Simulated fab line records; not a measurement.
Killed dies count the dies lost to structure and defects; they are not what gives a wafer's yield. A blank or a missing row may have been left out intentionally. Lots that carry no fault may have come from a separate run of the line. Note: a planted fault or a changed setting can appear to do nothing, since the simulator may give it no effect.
The tool behind it: which one? ; flow sfq line ; 13 lots with 39 wafers sampled at 2 steps, on a route of 325 steps

== WHAT THE GAUGES SHOWED, per wafer ==
The record holds no reading of a measuring or inspecting step that can be judged against a usual standard deviation.

== WHAT TOOL EACH LOT RAN ON (gives the tool, then ch and the chambers of the sampled wafers, and finally the start) ==
lot;SFQ_TRILAYER_I4_DEP_PECVD_099;SFQ_TRILAYER_I4_CMP_CMP_100
L422;pecvd-03 ch 1,2, day 49 22:52;cmp-01 ch 1,2, day 50 09:18
L423;pecvd-04 ch 0,1, day 50 01:16;cmp-01 ch 0,1,3, day 50 11:48
L426;pecvd-03 ch 1,2, day 50 04:59;cmp-02 ch 0,1,2, day 50 17:29
L427;pecvd-04 ch 1,2, day 51 12:07;cmp-01 ch 0,1,2, day 51 20:48
L428;pecvd-03 ch 0,1,2, day 51 13:19;cmp-02 ch 0,1, day 51 22:29
L430;pecvd-02 ch 1,2, day 61 20:21;cmp-01 ch 1,2,3, day 61 20:55
L431;pecvd-04 ch 0,1, day 61 21:33;cmp-02 ch 1,2,3, day 61 21:37
L432;pecvd-02 ch 0,1,2, day 62 02:21;cmp-01 ch 0,1,2, day 62 02:55
L435;pecvd-02 ch 1,2, day 62 08:23;cmp-01 ch 0,1, day 62 08:28
L439;pecvd-04 ch 0,1, day 62 16:45;cmp-01 ch 0,2, day 62 17:58
L440;pecvd-03 ch 0,1,2, day 62 19:56;cmp-01 ch 0,2, day 62 20:28
L441;pecvd-04 ch 0,1,2, day 62 21:33;cmp-02 ch 0,1,3, day 63 00:03
L444;pecvd-03 ch 1,2, day 63 05:57;cmp-02 ch 0,2,3, day 63 08:25
- SFQ_TRILAYER_I4_DEP_PECVD_099: deposits SiO2 from SiH4/N2O, time 111.11 s, target thk 500 nm.
- SFQ_TRILAYER_I4_CMP_CMP_100: polishes SiO2.

== WHAT THE TOOLS THEMSELVES READ (means of the sampled wafers that have a number; where no wafer has one, the mark that the record gives instead) ==
SFQ_TRILAYER_I4_DEP_PECVD_099. Usual: heater power w 81 W, standard deviation 15; rf fwd power W 182.4 W, standard deviation 0.6; showerhead vpp V 855 V, standard deviation 30; throttle valve pct 24.8 %, standard deviation 1.5.
lot;tool;heater power w (W);rf fwd power W (W);showerhead vpp V (V);throttle valve pct (%);flag
L422;pecvd-03;100;182.1;862;26.4;
L423;pecvd-04;69;182.9;885;24.0;
L426;pecvd-03;95;182.4;877;27.5;
L427;pecvd-04;71;182.8;841;24.2;
L428;pecvd-03;97;182.6;858;25.9;
L430;pecvd-02;78;182.3;867;23.8;
L431;pecvd-04;71;182.6;862;25.0;
L432;pecvd-02;75;181.9;856;23.9;
L435;pecvd-02;78;182.1;867;24.1;
L439;pecvd-04;69;182.6;888;24.8;
L440;pecvd-03;98;182.3;853;26.2;
L441;pecvd-04;69;192.3;872;24.3;OFF
L444;pecvd-03;109;182.3;864;26.3;

SFQ_TRILAYER_I4_CMP_CMP_100. Usual: head pressure psi 3.001 psi, standard deviation 0.007; motor current A 10.4 A, standard deviation 1.4; time to endpoint s 213 s, standard deviation 7.6.
lot;tool;head pressure psi (psi);motor current A (A);time to endpoint s (s);flag
L422;cmp-01;3.001;10.7;213;
L423;cmp-01;3.000;10.0;210;
L426;cmp-02;3.009;10.6;213;
L427;cmp-01;3.001;10.3;218;
L428;cmp-02;3.007;10.3;217;
L430;cmp-01;2.998;10.0;217;
L431;cmp-02;2.998;11.4;216;
L432;cmp-01;3.000;10.0;206;
L435;cmp-01;3.003;10.0;214;
L439;cmp-01;2.993;9.6;202;
L440;cmp-01;2.999;10.1;203;
L441;cmp-02;3.001;10.9;229;
L444;cmp-02;3.005;9.8;211;

== THE ANSWER, worked out from the rows above alone ==
Rule: lot off if the mean of its wafers having a number is beyond 3 standard deviations from the usual mean. Also off: a lot with no number at a reading for which 4 or more lots have one. Where the step has rows for the other lots, those lots are counted as sound. First the gauges in route order, then the tools' own readings, where a lot's mean is used as printed above. At the first step where some lot is off, the reading lying furthest off is the one used; lots without a number count as furthest.
Off, at SFQ_TRILAYER_I4_DEP_PECVD_099 on rf fwd power W: L441.
A tool fits if, at that step or a process step before it, it ran every lot that is off, and no sound lot after the first of them. One fits: pecvd-04 at SFQ_TRILAYER_I4_DEP_PECVD_099. Its last sound lot is L439 (day 62 16:45), its first lot that is off L441 (day 62 21:33): a fault that began between those two fits.
On the lots that are off, the tool's own readings at SFQ_TRILAYER_I4_DEP_PECVD_099 differ by more than 5 times the standard deviation of the sound lots' means, which bears it out; rf fwd power W reads 192.3 W there versus 182.4 W on the sound lots.

== WHAT THE SIMULATOR HAD INSERTED ==
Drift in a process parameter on pecvd-04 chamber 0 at SFQ_TRILAYER_I4_DEP_PECVD_099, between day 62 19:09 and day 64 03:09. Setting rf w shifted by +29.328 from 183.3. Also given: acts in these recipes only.
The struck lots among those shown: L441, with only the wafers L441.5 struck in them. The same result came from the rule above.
